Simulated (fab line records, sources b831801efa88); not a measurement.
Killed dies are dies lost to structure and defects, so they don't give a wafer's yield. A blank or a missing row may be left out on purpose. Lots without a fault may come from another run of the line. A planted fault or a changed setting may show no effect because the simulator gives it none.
Chamber matching | flow sky130 | SKY_CONTACT_ETCH_17 on rie_diel-04: 4 sister chambers
The step etches SiO2 in C4F8/O2/Ar, stops on Si3N4, target depth 340 nm. 27 wafers are shown with their chamber, then 12 later ones without.

WAFERS WITH THEIR CHAMBER
wafer  | chamber | oes_product_au (a.u.)
L075.2 | 2       | 0.889
L075.3 | 0       | 0.896
L075.6 | 1       | 0.883
L076.1 | 3       | 0.893
L076.2 | 2       | 0.884
L076.3 | 1       | 0.898
L076.4 | 0       | 0.895
L076.5 | 1       | 0.889
L076.6 | 0       | 0.891
L077.2 | 3       | 0.886
L077.3 | 0       | 0.888
L077.4 | 2       | 0.886
L084.1 | 0       | 0.894
L084.2 | 1       | 0.889
L084.3 | 3       | 0.892
L084.4 | 2       | 0.893
L084.5 | 2       | 0.891
L084.6 | 3       | 0.899
L086.1 | 3       | 0.899
L086.4 | 1       | 0.896
L086.6 | 3       | 0.894
L087.2 | 0       | 0.888
L087.4 | 2       | 0.885
L087.6 | 2       | 0.896
L088.1 | 3       | 0.893
L088.2 | 1       | 0.892
L088.3 | 2       | 0.883

SIGNATURES (means of the wafers above)
reading        | chamber 0 | chamber 1 | chamber 2 | chamber 3 | scatter within a chamber
oes_product_au | 0.89200   | 0.89117   | 0.88838   | 0.89371   | 0.00457
Rule: a wafer's distance from a chamber is the root of the sum, over the readings, of the square of ((its reading less the chamber's mean) divided by the reading's scatter). The wafer belongs to the nearest chamber; if the next one is less than 2 further off, it can't be placed. The scatter: the root of (the sum of the squares of (reading less its chamber's mean) over the shown wafers, divided by (wafers less chambers)).

WAFERS WITHOUT THEIR CHAMBER
wafer  | oes_product_au (a.u.)
L088.4 | 0.899
L088.5 | 0.892
L088.6 | 0.886
L091.1 | 0.893
L091.2 | 0.885
L091.4 | 0.889
L094.1 | 0.892
L094.2 | 0.898
L094.3 | 0.890
L094.4 | 0.894
L094.5 | 0.881
L094.6 | 0.896

WHICH CHAMBER EACH WENT THROUGH
wafer  | from the rows above               | in truth
L088.4 | can't be placed: 3 or 0 or 1 or 2 | 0
L088.5 | can't be placed: 0 or 1 or 3 or 2 | 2
L088.6 | can't be placed: 2 or 1 or 0 or 3 | 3
L091.1 | can't be placed: 3 or 0 or 1 or 2 | 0
L091.2 | can't be placed: 2 or 1 or 0 or 3 | 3
L091.4 | can't be placed: 2 or 1 or 0 or 3 | 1
L094.1 | can't be placed: 0 or 1 or 3 or 2 | 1
L094.2 | can't be placed: 3 or 0 or 1 or 2 | 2
L094.3 | can't be placed: 1 or 2 or 0 or 3 | 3
L094.4 | can't be placed: 3 or 0 or 1 or 2 | 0
L094.5 | can't be placed: 2 or 1 or 0 or 3 | 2
L094.6 | can't be placed: 3 or 0 or 1 or 2 | 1
Placed correctly: 0 of 12. Can't be placed from these rows: 12 (the true chamber is among the candidates in 12). Placed wrongly: 0.
